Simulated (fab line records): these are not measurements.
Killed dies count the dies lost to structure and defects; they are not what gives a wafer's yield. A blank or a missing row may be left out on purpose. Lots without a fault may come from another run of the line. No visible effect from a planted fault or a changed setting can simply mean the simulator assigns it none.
fab line records	flow sky130
record lots=6	wafers=18	last_day=50
route steps=708 shown LDD_HVP@285 LDD_LDN@289 SPACER@304 POLY_CUT@307 SD_P@320 PAD_OPEN@708
lots untouched by any fault: they come from a run of this same line in which no faults occurred
start_h: start of the lot's first displayed wafer, in hours after the record's first day	wait_h: hours from the lot's prior step to this one	" identical to the entry in the row above	L1.1+2: a row that stands for several wafers	- value missing, or start not given	* or withheld: withheld	< > ~ a bound
route shown NAME@n: names a module that has steps shown in the file, with the first one's number in the route	usual: the fault-free wafers' mean and standard deviation	same: alike in all rows	chamber/n: place in a boat	sites: each site's reading	_std_site: standard deviation of those values	_edge_site: inner sites' mean taken away from outer sites' mean	radius_mm: how far each site lies from the wafer's centre	mask NAME#n: copy n	behind: the tool/chamber that last shaped the wafer	hold: what put the lot on hold/how long, in hours/how the hold closed	device: whichever transistor did not switch (one of n, p or np)	end of line: the tests these same wafers got at the end of their route	a step given without rows: its recipe and nothing more	killed: the dies lost at the first sort to structure and to defects; this is not the yield of the wafer	map: shows each die of a wafer: x if killed, . if not, _ if none is there
set.NAME: the run value of the setting; set.NAME@STEP: its run value at that earlier step	model.NAME: the simulator's own value behind a step, which no gauge read
certain route steps with their lots: each step a table, each wafer a row
services: the hour from which a tool's chamber was out of use, counted from the record's first day as start_h (under 0 if before that day), plus the number of hours and why
## steps
# step SKY_LDD_HVP_OVL_MEAS_07
# usual LDD_HVP_OVL=-0.1/1.6
lot.wafer	tool	chamber	start_h	wait_h	LDD_HVP_OVL[nm]
L335.1	overlay-01	-	512.80	0.1	-1.0
L335.2	"	-	"	"	-0.1
L335.3	"	-	"	"	0.2
L337.1	overlay-02	-	535.35	0.1	-0.2
L337.2	"	-	"	"	-1.1
L337.4	"	-	"	"	0.8
L346.2	overlay-02	-	615.68	0.1	-0.2
L346.3	"	-	"	"	-0.5
L346.6	"	-	"	"	0.5
L347.1	overlay-02	-	620.47	0.1	-1.5
L347.3	"	-	"	"	-3.9
L347.5	"	-	"	"	-4.5
L350.2	overlay-01	-	643.23	0.1	1.1
L350.5	"	-	"	"	1.6
L350.6	"	-	"	"	1.1
L356.1	overlay-01	-	688.57	0.1	0.5
L356.3	"	-	"	"	0.7
L356.5	"	-	"	"	2.1
# step SKY_LDD_HVP_IMPLANT_08
# recipe species=B	energy_kev=20	dose_cm2=1.7e+13	tilt_deg=17.9
# step SKY_LDD_HVP_STRIP_09
# recipe chemistry=O2/N2	power_w=1400	pressure_mtorr=1500	platen_temp_c=withheld	o2_flow_sccm=3000	n2_flow_sccm=300	overash_fraction=0.5
# usual drypump_motor_current_A=5.88/0.092	o2_flow_sccm=3000/8.7	oes_product_au=0.409/0.0043	strip_time_to_endpoint_s=4.133/0.015
lot.wafer	tool	chamber	start_h	wait_h	drypump_motor_current_A	o2_flow_sccm	oes_product_au	rf_hours_counter_h	strip_time_to_endpoint_s
L335.1	plasma_asher-01	0	512.98	0.1	5.85	3011	0.410	39	4.143
L335.2	"	1	"	"	5.80	3002	0.401	39	4.135
L335.3	"	0	"	"	5.89	3004	0.405	-	4.132
L337.1	plasma_asher-03	1	535.53	0.1	5.85	3000	0.408	84	4.138
L337.2	"	0	"	"	5.97	2992	0.408	84	4.119
L337.4	"	0	"	"	5.96	2994	0.411	-	4.125
L346.2	plasma_asher-01	1	615.86	0.1	5.83	2992	0.411	50	4.131
L346.3	"	1	"	"	5.83	3002	0.408	-	4.107
L346.6	"	1	"	"	5.80	2996	0.416	-	4.127
L347.1	plasma_asher-02	0	620.66	0.1	6.08	3007	0.411	74	4.148
L347.3	"	1	"	"	5.71	3000	0.412	-	4.144
L347.5	"	1	"	"	5.72	3005	0.401	-	4.135
L350.2	plasma_asher-03	1	643.41	0.1	5.85	2986	0.407	95	4.136
L350.5	"	1	"	"	5.83	2999	0.416	-	4.120
L350.6	"	0	"	"	5.94	3001	0.403	-	4.104
L356.1	plasma_asher-01	1	688.76	0.1	5.81	2993	0.412	57	4.126
L356.3	"	0	"	"	5.88	2996	0.411	-	4.108
L356.5	"	1	"	"	5.81	2995	0.414	-	4.125
# step SKY_LDD_HVP_TW_MEAS_10
# usual LDD_HVP_TW=456/4.9
lot.wafer	tool	chamber	start_h	wait_h	LDD_HVP_TW
L335.1	film_metro-04	-	513.08	0.1	459
L335.2	"	-	"	"	458
L335.3	"	-	"	"	458
L337.1	film_metro-01	-	535.63	0.1	456
L337.2	"	-	"	"	455
L337.4	"	-	"	"	456
L346.2	film_metro-04	-	615.97	0.1	464
L346.3	"	-	"	"	462
L346.6	"	-	"	"	463
L347.1	film_metro-02	-	620.76	0.1	447
L347.3	"	-	"	"	450
L347.5	"	-	"	"	449
L350.2	film_metro-02	-	643.52	0.1	451
L350.5	"	-	"	"	447
L350.6	"	-	"	"	451
L356.1	film_metro-04	-	688.86	0.1	461
L356.3	"	-	"	"	463
L356.5	"	-	"	"	462
# step SKY_LDD_LDN_DEHYDRATE_00
# recipe temp_c=200	time_s=60
# step SKY_LDD_LDN_HMDS_01
# recipe prime_time_s=60	prime_temp_c=120
# step SKY_LDD_LDN_COAT_02
# recipe resist=NOVOLAK	spin_rpm=3000	resist_thk_nm=1140
# step SKY_LDD_LDN_SOFTBAKE_03
# recipe temp_c=90	time_s=60	resist=NOVOLAK
# step SKY_LDD_LDN_EXPOSE_04
# recipe mask_id=LDNTM	na=0.6	source_shape=conventional	sigma_outer=0.6	polarization=unpolarized	target_cd_nm=700	dose_mj=140
# step SKY_LDD_LDN_PEB_05
# recipe temp_c=withheld	time_s=*	resist=NOVOLAK
# step SKY_LDD_LDN_DEVELOP_06
# recipe resist=NOVOLAK	developer=TMAH	develop_time_s=60	dev_temp_c=23
# step SKY_LDD_LDN_OVL_MEAS_07
# usual LDD_LDN_OVL=-0.5/1.4
lot.wafer	tool	chamber	start_h	wait_h	LDD_LDN_OVL[nm]
L335.1	overlay-02	-	543.27	0.1	-0.8
L335.2	"	-	"	"	-0.2
L335.3	"	-	"	"	0.4
L337.1	overlay-02	-	565.60	0.1	-0.4
L337.2	"	-	"	"	-0.1
L337.4	"	-	"	"	-0.4
L346.2	overlay-02	-	645.00	0.1	-2.5
L346.3	"	-	"	"	-1.0
L346.6	"	-	"	"	-0.5
L347.1	overlay-01	-	649.30	0.1	0.9
L347.3	"	-	"	"	0.0
L347.5	"	-	"	"	-1.4
L350.2	overlay-01	-	671.65	0.1	-0.9
L350.5	"	-	"	"	-1.6
L350.6	"	-	"	"	0.4
L356.1	overlay-02	-	717.22	0.1	-1.7
L356.3	"	-	"	"	-2.9
L356.5	"	-	"	"	-1.6
# step SKY_LDD_LDN_IMPLANT_08
# recipe species=As	energy_kev=15	dose_cm2=1.25e+13	tilt_deg=withheld	rotation_deg=23
# usual end_station_pressure_torr=5e-06/3e-07
lot.wafer	tool	chamber	start_h	wait_h	end_station_pressure_torr
L335.1	implanter-04	0	543.31	0.0	4.7e-06
L335.2	"	0	"	"	5.7e-06
L335.3	"	0	"	"	5e-06
L337.1	implanter-01	0	565.63	0.0	5.6e-06
L337.2	"	0	"	"	4.9e-06
L337.4	"	0	"	"	4.9e-06
L346.2	implanter-01	0	645.06	0.0	4.9e-06
L346.3	"	0	"	"	4.6e-06
L346.6	"	0	"	"	5.2e-06
L347.1	implanter-01	0	649.33	0.0	5.3e-06
L347.3	"	0	"	"	5.2e-06
L347.5	"	0	"	"	5.4e-06
L350.2	implanter-02	0	671.71	0.0	5.5e-06
L350.5	"	0	"	"	5.2e-06
L350.6	"	0	"	"	5.1e-06
L356.1	implanter-02	0	717.26	0.0	4.7e-06
L356.3	"	0	"	"	5e-06
L356.5	"	0	"	"	5e-06
# step SKY_LDD_LDN_IMPLANT_09
# recipe species=As	energy_kev=15	dose_cm2=1.25e+13	tilt_deg=withheld	rotation_deg=113
# step SKY_LDD_LDN_IMPLANT_10
# recipe species=As	energy_kev=15	dose_cm2=1.25e+13	tilt_deg=withheld	rotation_deg=203
# step SKY_LDD_LDN_IMPLANT_11
# recipe species=As	energy_kev=15	dose_cm2=1.25e+13	tilt_deg=withheld	rotation_deg=293
# step SKY_LDD_LDN_STRIP_12
# recipe chemistry=O2/N2	power_w=1400	pressure_mtorr=1500	platen_temp_c=withheld	o2_flow_sccm=3000	n2_flow_sccm=300	overash_fraction=0.5
# usual drypump_motor_current_A=5.7/0.34	o2_flow_sccm=3001/9.5	oes_product_au=0.716/0.0044	strip_time_to_endpoint_s=14.18/0.045
lot.wafer	tool	chamber	start_h	wait_h	drypump_motor_current_A	o2_flow_sccm	oes_product_au	rf_hours_counter_h	strip_time_to_endpoint_s
L335.1	plasma_asher-04	0	543.91	0.1	5.7	2988	0.719	12	14.22
L335.2	"	1	"	"	5.0	3004	0.721	12	14.17
L335.3	"	1	"	"	5.0	3003	0.723	-	14.18
L337.1	plasma_asher-03	1	566.23	0.1	5.9	3000	0.719	87	14.19
L337.2	"	0	"	"	6.0	3006	0.715	87	14.19
L337.4	"	0	"	"	6.0	3006	0.720	-	14.21
L346.2	plasma_asher-03	0	645.63	0.1	6.0	2997	0.712	95	14.20
L346.3	"	0	"	"	6.0	3004	0.709	-	14.17
L346.6	"	1	"	"	5.8	2990	0.715	-	14.17
L347.1	plasma_asher-03	1	649.93	0.1	5.9	2994	0.716	96	14.14
L347.3	"	0	"	"	6.0	2997	0.712	-	14.14
L347.5	"	0	"	"	6.0	2999	0.707	-	14.18
L350.2	plasma_asher-04	1	672.28	0.1	5.0	2987	0.712	25	14.15
L350.5	"	1	"	"	5.0	2998	0.724	-	14.16
L350.6	"	0	"	"	5.8	3000	0.719	-	14.18
L356.1	plasma_asher-04	0	717.86	0.1	5.7	3002	0.715	30	14.12
L356.3	"	0	"	"	5.7	3000	0.719	-	14.19
L356.5	"	0	"	"	5.7	3005	0.715	-	14.16
# step SKY_LDD_LDN_TW_MEAS_13
# usual LDD_LDN_TW=1474/16
lot.wafer	tool	chamber	start_h	wait_h	LDD_LDN_TW
L335.1	film_metro-03	-	544.01	0.1	1485
L335.2	"	-	"	"	1489
L335.3	"	-	"	"	1484
L337.1	film_metro-03	-	566.33	0.1	1470
L337.2	"	-	"	"	1479
L337.4	"	-	"	"	1484
L346.2	film_metro-02	-	645.74	0.1	1446
L346.3	"	-	"	"	1441
L346.6	"	-	"	"	1448
L347.1	film_metro-03	-	650.03	0.1	1478
L347.3	"	-	"	"	1474
L347.5	"	-	"	"	1481
L350.2	film_metro-03	-	672.42	0.1	1489
L350.5	"	-	"	"	1494
L350.6	"	-	"	"	1497
L356.1	film_metro-03	-	717.96	0.1	1489
L356.3	"	-	"	"	1496
L356.5	"	-	"	"	1496
# step SKY_LDD_LDN_CLEAN_14
# recipe chemistry=SC1/SC2	mix=1:4:20	temp_c=70	time_s=150	dry=n2_spin
# step SKY_SPACER_CVD_00
# recipe material=Si3N4	precursor=DCS/NH3	target_thk_nm=43.1	temp_c=770	time_s=740	pressure_mtorr=250
# step SKY_SPACER_THK_MEAS_01
# recipe reads=Si3N4_of_SPACER_CVD_00
# usual SPACER_CVD_00_THK=43.3/0.39
lot.wafer	tool	chamber	start_h	wait_h	SPACER_CVD_00_THK[nm]
L335.1	film_metro-02	-	546.50	0.0	43.8
L335.2	"	-	"	"	43.7
L335.3	"	-	"	"	43.3
L337.1	film_metro-02	-	568.83	0.0	42.8
L337.2	"	-	"	"	42.9
L337.4	"	-	"	"	43.1
L346.2	film_metro-04	-	647.56	0.0	43.9
L346.3	"	-	"	"	43.6
L346.6	"	-	"	"	43.6
L347.1	film_metro-02	-	653.42	0.0	43.7
L347.3	"	-	"	"	43.5
L347.5	"	-	"	"	43.9
L350.2	film_metro-04	-	673.74	0.0	43.1
L350.5	"	-	"	"	43.2
L350.6	"	-	"	"	43.3
L356.1	film_metro-03	-	719.27	0.0	43.7
L356.3	"	-	"	"	43.6
L356.5	"	-	"	"	43.5
# step SKY_SPACER_ETCHBACK_02
# recipe chemistry=CH3F/O2	target=Si3N4	stop_on=SiO2	source_w=400	bias_w=80	pressure_mtorr=25	ch3f_flow_sccm=40	O2_flow_sccm=30	time_s=46.7	target_depth_a=450
# usual drypump_motor_current_A=5.6/0.38	oes_product_au=0.858/0.0064	throttle_valve_pct=10.562/0.0095
# same time_s=46.7
lot.wafer	tool	chamber	start_h	wait_h	drypump_motor_current_A	oes_product_au	rf_hours_counter_h	throttle_valve_pct
L335.1	rie_diel-03	1	546.56	0.1	5.6	0.868	31	10.560
L335.2	"	0	"	"	5.8	0.856	2	10.565
L335.3	"	3	"	"	5.3	0.853	8	10.577
L337.1	rie_diel-02	1	568.89	0.1	5.2	0.840	1	10.565
L337.2	"	0	"	"	6.2	0.857	6	10.566
L337.4	"	2	"	"	6.1	0.861	45	10.547
L346.2	rie_diel-03	0	647.61	0.0	5.8	0.866	4	10.570
L346.3	"	2	"	"	5.3	0.858	6	10.581
L346.6	"	0	"	"	5.8	0.852	-	10.568
L347.1	rie_diel-03	0	653.48	0.1	5.8	0.852	4	10.564
L347.3	"	3	"	"	5.3	0.861	10	10.561
L347.5	"	0	"	"	5.8	0.858	-	10.560
L350.2	rie_diel-01	0	673.79	0.0	4.9	0.854	22	10.571
L350.5	"	2	"	"	6.2	0.858	-	10.559
L350.6	"	3	"	"	5.5	0.854	-	10.567
L356.1	rie_diel-03	2	719.33	0.1	5.3	0.859	7	10.555
L356.3	"	0	"	"	5.8	0.863	5	10.550
L356.5	"	2	"	"	5.3	0.852	-	10.562
# step SKY_POLY_CUT_DEHYDRATE_00
# recipe temp_c=200	time_s=60
# step SKY_POLY_CUT_HMDS_01
# recipe prime_time_s=60	prime_temp_c=120
# step SKY_POLY_CUT_COAT_02
# recipe resist=BARC	temp_c=withheld	time_s=withheld	spin_rpm=3000	resist_thk_nm=60
# step SKY_POLY_CUT_COAT_03
# recipe resist=KrF-thick	spin_rpm=3000	resist_thk_nm=450
# step SKY_POLY_CUT_SOFTBAKE_04
# recipe temp_c=100	time_s=90	resist=KrF-thick
# step SKY_POLY_CUT_EXPOSE_05
# recipe mask_id=NPCM	na=0.8	source_shape=annular	sigma_inner=0.55	sigma_outer=0.85	target_cd_nm=270	dose_mj=32
# step SKY_POLY_CUT_PEB_06
# recipe peb_temp_c=withheld	peb_time_s=withheld	resist=KrF-thick
# step SKY_POLY_CUT_DEVELOP_07
# recipe develop_time_s=60	resist=KrF-thick	dev_temp_c=21
# step SKY_POLY_CUT_CD_MEAS_08
# recipe target_cd_nm=270
# usual cd_nm=270.4/1.4
lot.wafer	tool	chamber	start_h	wait_h	cd_nm
L335.1	cd_sem-02	-	576.05	-	270.3
L335.2	"	-	"	"	269.4
L335.3	"	-	"	"	269.2
L337.1	cd_sem-01	-	598.05	-	269.9
L337.2	"	-	"	"	270.1
L337.4	"	-	"	"	270.4
L346.2	cd_sem-01	-	675.87	-	272.5
L346.3	"	-	"	"	272.2
L346.6	"	-	"	"	273.7
L347.1	cd_sem-01	-	681.51	-	270.0
L347.3	"	-	"	"	271.0
L347.5	"	-	"	"	270.2
L350.2	cd_sem-02	-	702.28	-	272.6
L350.5	"	-	"	"	271.5
L350.6	"	-	"	"	271.4
L356.1	cd_sem-01	-	747.11	-	268.9
L356.3	"	-	"	"	269.2
L356.5	"	-	"	"	269.3
# step SKY_POLY_CUT_OVL_MEAS_09
# usual POLY_CUT_OVL=-3/4.4
lot.wafer	tool	chamber	start_h	wait_h	POLY_CUT_OVL[nm]
L335.1	overlay-01	-	576.17	0.1	-4
L335.2	"	-	"	"	-4
L335.3	"	-	"	"	-1
L337.1	overlay-01	-	598.17	0.1	-1
L337.2	"	-	"	"	-7
L337.4	"	-	"	"	-1
L346.2	overlay-01	-	675.97	0.1	0
L346.3	"	-	"	"	-2
L346.6	"	-	"	"	-5
L347.1	overlay-01	-	681.63	0.1	-4
L347.3	"	-	"	"	-7
L347.5	"	-	"	"	-5
L350.2	overlay-02	-	702.38	0.1	-1
L350.5	"	-	"	"	-3
L350.6	"	-	"	"	-4
L356.1	overlay-01	-	747.23	0.1	4
L356.3	"	-	"	"	3
L356.5	"	-	"	"	-3
# step SKY_POLY_CUT_ETCH_10
# recipe chemistry=N2/H2	target=BARC	ion_energy_ev=200	source_w=500	bias_w=100	pressure_mtorr=30	n2_flow_sccm=100	h2_flow_sccm=200	stop_on=SiO2	time_s=45.9	target_depth_a=600
# step SKY_POLY_CUT_ETCH_11
# recipe target=Si3N4	chemistry=CF4/CH2F2/Ar	stop_on=poly-Si	source_w=600	bias_w=150	pressure_mtorr=40	cf4_flow_sccm=40	ch2f2_flow_sccm=20	Ar_flow_sccm=150	time_s=42.5	target_depth_a=600
# usual drypump_motor_current_A=5.7/0.36	oes_product_au=0.829/0.0062	throttle_valve_pct=14.995/0.0085
# same time_s=42.5
lot.wafer	tool	chamber	start_h	wait_h	drypump_motor_current_A	oes_product_au	rf_hours_counter_h	throttle_valve_pct
L335.1	rie_diel-02	3	576.24	0.0	5.7	0.828	9	15.002
L335.2	"	2	"	"	6.1	0.825	45	14.990
L335.3	"	1	"	"	5.2	0.830	1	15.000
L337.1	rie_diel-03	3	598.25	0.0	5.3	0.825	9	15.003
L337.2	"	1	"	"	5.6	0.817	32	15.008
L337.4	"	0	"	"	5.8	0.829	3	14.986
L346.2	rie_diel-02	3	676.05	0.0	5.7	0.833	11	14.999
L346.3	"	2	"	"	6.1	0.842	47	14.996
L346.6	"	1	"	"	5.2	0.833	-	14.999
L347.1	rie_diel-04	3	681.70	0.0	5.7	0.830	21	14.979
L347.3	"	0	"	"	5.9	0.824	26	15.011
L347.5	"	0	"	"	5.9	0.831	-	15.005
L350.2	rie_diel-03	1	702.45	0.0	5.5	0.832	33	14.999
L350.5	"	3	"	"	5.3	0.816	-	14.996
L350.6	"	2	"	"	5.3	0.812	-	14.984
L356.1	rie_diel-03	0	747.30	0.0	5.8	0.835	6	15.003
L356.3	"	1	"	"	5.6	0.828	34	14.980
L356.5	"	0	"	"	5.8	0.833	-	14.999
# step SKY_POLY_CUT_STRIP_12
# recipe chemistry=O2/N2	power_w=1400	pressure_mtorr=1500	platen_temp_c=withheld	o2_flow_sccm=3000	n2_flow_sccm=300	overash_fraction=0.5
# usual drypump_motor_current_A=5.7/0.35	o2_flow_sccm=3001/7.8	oes_product_au=0.452/0.0046	strip_time_to_endpoint_s=5.351/0.018
lot.wafer	tool	chamber	start_h	wait_h	drypump_motor_current_A	o2_flow_sccm	oes_product_au	rf_hours_counter_h	strip_time_to_endpoint_s
L335.1	plasma_asher-04	0	576.28	0.0	5.7	3005	0.448	15	5.333
L335.2	"	1	"	"	5.1	3002	0.451	15	5.331
L335.3	"	0	"	"	5.7	2995	0.461	-	5.332
L337.1	plasma_asher-04	1	598.29	0.0	5.0	3020	0.453	17	5.379
L337.2	"	0	"	"	5.7	3010	0.460	17	5.366
L337.4	"	1	"	"	5.0	3005	0.463	-	5.347
L346.2	plasma_asher-04	1	676.09	0.0	5.1	3008	0.450	25	5.363
L346.3	"	1	"	"	5.0	2993	0.457	-	5.341
L346.6	"	1	"	"	5.0	2988	0.447	-	5.351
L347.1	plasma_asher-03	0	681.74	0.0	6.0	2999	0.447	99	5.354
L347.3	"	1	"	"	5.9	2989	0.443	-	5.372
L347.5	"	0	"	"	6.0	2995	0.462	-	5.347
L350.2	plasma_asher-04	0	702.49	0.0	5.7	3012	0.451	28	5.374
L350.5	"	0	"	"	5.7	3011	0.443	-	5.390
L350.6	"	1	"	"	5.1	3000	0.457	-	5.370
L356.1	plasma_asher-03	0	747.34	0.0	6.0	2994	0.449	0	5.358
L356.3	"	1	"	"	5.8	3008	0.449	-	5.328
L356.5	"	1	"	"	5.9	2992	0.445	-	5.345
# step SKY_SD_P_DEHYDRATE_00
# recipe temp_c=200	time_s=60
# step SKY_SD_P_HMDS_01
# recipe prime_time_s=60	prime_temp_c=120
# step SKY_SD_P_COAT_02
# recipe resist=NOVOLAK	spin_rpm=3000	resist_thk_nm=1140
# step SKY_SD_P_SOFTBAKE_03
# recipe temp_c=90	time_s=60	resist=NOVOLAK
# step SKY_SD_P_EXPOSE_04
# recipe mask_id=PSDM	na=0.6	source_shape=conventional	sigma_outer=0.6	polarization=unpolarized	target_cd_nm=380	dose_mj=138
# step SKY_SD_P_PEB_05
# recipe temp_c=withheld	time_s=*	resist=NOVOLAK
# step SKY_SD_P_DEVELOP_06
# recipe resist=NOVOLAK	developer=TMAH	develop_time_s=60	dev_temp_c=23
# step SKY_PAD_OPEN_PROBE_99
# usual killed_at_M0_to_M3=41/6.2	killed_at_M4_up=3.0/1.7	killed_at_contacts=25/5.8	killed_at_front_end=16/4.5	killed_at_other=0.2/0.42	killed_dies=85/8.4	killed_open=46/5.9	killed_short=39/6.3
# same gross_dies=492	killed_at_back_side=0
lot.wafer	tool	chamber	start_h	wait_h	killed_at_M0_to_M3	killed_at_M4_up	killed_at_contacts	killed_at_front_end	killed_at_other	killed_dies	killed_open	killed_short	model.etest.tip_sonos.rs_ohm_sq_range	model.etest.tip_sonos.rs_ohm_sq_rim_less_centre
L335.1	prober-02	-	1090.57	0.1	52	3	15	22	0	92	41	51	46.11	10.21
L335.2	prober-02	-	1090.62	0.1	38	4	36	18	1	97	49	48	35.63	-6.935
L335.3	prober-02	-	1090.67	0.2	44	1	23	19	0	87	58	29	44.39	-3.202
L337.1	prober-02	-	1104.27	0.1	44	8	27	13	0	92	47	45	37.23	5.723
L337.2	prober-02	-	1104.32	0.1	45	3	25	11	0	84	53	31	40.77	22.79
L337.4	prober-02	-	1104.42	0.2	37	4	30	5	0	76	40	36	32.11	2.334
L346.2	prober-01	-	1159.91	0.1	38	2	20	14	0	74	45	28	115.7	-6.055
L346.3	prober-01	-	1159.96	0.2	32	5	32	18	1	88	52	35	127.1	-51.92
L346.6	prober-01	-	1160.11	0.2	51	1	28	14	0	94	48	46	117.6	-40.9
L347.1	prober-02	-	1161.81	0.1	42	7	18	19	0	86	40	46	108.9	-28.37
L347.3	prober-02	-	1161.91	0.2	50	1	17	9	1	78	47	31	106.1	-47.58
L347.5	prober-02	-	1162.01	0.2	36	2	30	14	0	82	43	39	124.7	-62.15
L350.2	prober-01	-	1177.38	0.1	46	0	26	14	0	86	46	40	44.52	-23.62
L350.5	prober-01	-	1177.53	0.2	49	3	31	13	0	96	57	39	49.79	-13.18
L350.6	prober-01	-	1177.58	0.2	53	3	30	12	1	99	56	43	60.22	-23.78
L356.1	prober-01	-	1202.81	0.1	35	0	30	8	0	73	44	29	38.03	-16.07
L356.3	prober-01	-	1202.91	0.2	44	1	34	18	0	97	48	48	47.09	-22.17
L356.5	prober-01	-	1203.01	0.2	55	1	22	13	0	91	43	48	36.45	23.8
# killed by level:class
L335.1 VIA1:geometric_particle:open=12 METAL2:geometric_particle:short=9 FIELD_ISO:geometric_particle:short=8 METAL1:geometric_particle:short=7 LI_CONTACT:geometric_particle:open=6 VIA3:geometric_particle:open=6 VIA2:geometric_particle:open=5 POLY_GATE:geometric_particle:short=4
L335.2 CONTACT:geometric_particle:open=13 VIA1:geometric_particle:open=10 LI_CONTACT:geometric_particle:open=8 METAL2:geometric_particle:short=6 LI_CONTACT:geometric_particle:short=5 METAL1:geometric_particle:short=5 CONTACT:geometric_particle:short=5 FIELD_ISO:geometric_particle:open=4
L335.3 VIA1:geometric_particle:open=14 LI_CONTACT:geometric_particle:open=12 CONTACT:geometric_particle:open=7 VIA3:geometric_particle:open=7 POLY_GATE:geometric_particle:open=6 METAL1:geometric_particle:short=6 POLY_GATE:geometric_particle:short=5 VIA2:geometric_particle:open=5
L337.1 CONTACT:geometric_particle:open=11 VIA1:geometric_particle:short=11 VIA1:geometric_particle:open=11 CONTACT:geometric_particle:short=8 VIA2:geometric_particle:open=7 METAL4:geometric_particle:short=6 FIELD_ISO:geometric_particle:open=3 FIELD_ISO:geometric_particle:short=3
L337.2 VIA1:geometric_particle:open=15 CONTACT:geometric_particle:open=10 VIA2:geometric_particle:open=8 LI_CONTACT:geometric_particle:open=7 METAL2:geometric_particle:short=5 CONTACT:geometric_particle:short=4 VIA1:geometric_particle:short=4 VIA3:geometric_particle:open=4
L337.4 LI_CONTACT:geometric_particle:open=10 VIA1:geometric_particle:open=10 CONTACT:geometric_particle:short=9 METAL1:geometric_particle:short=7 VIA2:geometric_particle:open=6 CONTACT:geometric_particle:open=5 VIA1:geometric_particle:short=5 LI_CONTACT:geometric_particle:short=4
L346.2 VIA1:geometric_particle:open=8 LI_CONTACT:geometric_particle:open=7 CONTACT:geometric_particle:open=7 VIA3:geometric_particle:open=6 VIA2:geometric_particle:open=5 FIELD_ISO:geometric_particle:open=4 FIELD_ISO:geometric_particle:short=4 METAL1:geometric_particle:short=4
L346.3 CONTACT:geometric_particle:open=12 LI_CONTACT:geometric_particle:open=9 VIA1:geometric_particle:open=7 VIA3:geometric_particle:open=6 CONTACT:geometric_particle:short=5 METAL1:geometric_particle:short=5 METAL4:geometric_particle:short=5 POLY_GATE:geometric_particle:short=4
L346.6 LI_CONTACT:geometric_particle:open=12 VIA1:geometric_particle:open=10 METAL2:geometric_particle:short=8 METAL3:geometric_particle:short=8 CONTACT:geometric_particle:open=7 METAL1:geometric_particle:short=6 LOCAL_INTERCONNECT:geometric_particle:short=5 VIA1:geometric_particle:short=5
L347.1 VIA1:geometric_particle:short=11 VIA1:geometric_particle:open=9 POLY_GATE:geometric_particle:short=8 CONTACT:geometric_particle:open=8 METAL2:geometric_particle:short=7 LI_CONTACT:geometric_particle:open=5 METAL4:geometric_particle:short=5 VIA3:geometric_particle:open=5
L347.3 VIA1:geometric_particle:open=16 VIA2:geometric_particle:open=7 METAL2:geometric_particle:short=6 LI_CONTACT:geometric_particle:open=6 VIA3:geometric_particle:open=6 CONTACT:geometric_particle:open=5 POLY_GATE:geometric_particle:short=4 METAL1:geometric_particle:short=4
L347.5 VIA1:geometric_particle:open=11 CONTACT:geometric_particle:open=10 LI_CONTACT:geometric_particle:open=6 LI_CONTACT:geometric_particle:short=5 VIA3:geometric_particle:open=5 LOCAL_INTERCONNECT:geometric_particle:short=4 CONTACT:geometric_particle:short=4 METAL2:geometric_particle:short=4
L350.2 CONTACT:geometric_particle:open=12 VIA3:geometric_particle:open=9 VIA2:geometric_particle:open=9 CONTACT:geometric_particle:short=8 VIA3:geometric_particle:short=6 POLY_GATE:geometric_particle:open=5 LOCAL_INTERCONNECT:geometric_particle:short=5 VIA1:geometric_particle:open=5
L350.5 CONTACT:geometric_particle:open=11 VIA1:geometric_particle:open=9 METAL1:geometric_particle:short=8 VIA3:geometric_particle:open=8 VIA2:geometric_particle:open=7 LI_CONTACT:geometric_particle:open=6 CONTACT:geometric_particle:short=6 METAL2:geometric_particle:open=5
L350.6 VIA3:geometric_particle:open=14 CONTACT:geometric_particle:open=12 VIA1:geometric_particle:open=8 METAL1:geometric_particle:short=7 CONTACT:geometric_particle:short=7 VIA2:geometric_particle:open=6 LI_CONTACT:geometric_particle:open=5 VIA2:geometric_particle:short=5
L356.1 LI_CONTACT:geometric_particle:open=10 VIA1:geometric_particle:open=8 CONTACT:geometric_particle:open=7 VIA3:geometric_particle:open=7 CONTACT:geometric_particle:short=6 VIA2:geometric_particle:open=6 FIELD_ISO:geometric_particle:short=5 METAL1:geometric_particle:short=5
L356.3 CONTACT:geometric_particle:open=13 VIA1:geometric_particle:open=10 LOCAL_INTERCONNECT:geometric_particle:short=10 METAL1:geometric_particle:short=8 LI_CONTACT:geometric_particle:open=7 METAL2:geometric_particle:short=7 FIELD_ISO:geometric_particle:open=6 VIA1:geometric_particle:short=4
L356.5 VIA1:geometric_particle:open=14 LI_CONTACT:geometric_particle:short=7 VIA3:geometric_particle:open=7 METAL1:geometric_particle:short=7 METAL2:geometric_particle:short=7 VIA2:geometric_particle:open=7 POLY_GATE:geometric_particle:short=6 LOCAL_INTERCONNECT:geometric_particle:short=6
## services
tool	chamber	start_h	hours	kind
implanter-01	-	493.97	1.6	repair
plasma_asher-03	-	500.66	2.8	pm
rie_diel-03	-	505.46	2.4	repair
rie_diel-02	2	530.49	5.6	repair
rie_diel-02	-	532.92	4.7	repair
plasma_asher-01	-	542.74	1.5	repair
rie_diel-03	1	548.24	1.5	repair
rie_diel-03	2	570.05	13.1	repair
rie_diel-02	-	584.93	14.6	pm
implanter-01	-	586.31	3.4	pm
rie_diel-03	-	589.35	2.8	pm
rie_diel-03	2	594.76	2.5	repair
plasma_asher-01	-	626.76	2.8	pm
rie_diel-03	1	632.57	12.1	repair
plasma_asher-01	-	647.84	2.0	repair
rie_diel-02	1	654.79	8.2	repair
rie_diel-02	0	672.54	9.5	repair
rie_diel-03	0	679.88	3.5	repair
implanter-01	-	680.47	1.7	repair
plasma_asher-01	-	684.47	0.5	repair
plasma_asher-03	-	712.77	6.4	repair
rie_diel-03	-	716.70	0.5	repair
plasma_asher-03	-	733.75	9.0	pm
implanter-01	-	745.53	33.7	pm
## key
first_sign none at tools or gauges
model_effect step=SKY_PAD_OPEN_PROBE_99	value=etest.tip_sonos.rs_ohm_sq_range	without=41.3	struck=116.7
met_at SKY_LDD_LDN_IMPLANT_08
struck_wafers L346.2,L346.3,L346.6,L347.1,L347.3,L347.5
tester_left_out L346,L347
onset_between 565.63 645.06
also_fits SKY_LDD_LDN_STRIP_12:plasma_asher-03
fault kind=process_parameter_drift	tool=implanter-01	chamber=-	onset_h=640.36	steps=SKY_LDD_LDN_IMPLANT_08	channel=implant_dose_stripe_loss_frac	offset=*	shape=step	end_h=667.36
# tester_left_out: of these lots the tester's yield and bins aren't shown, on N5 and GAA mostly nor the transistor test; their killed dies are dies lost to structure and defects alone, not to doping, threshold or leakage, so they don't give the yield
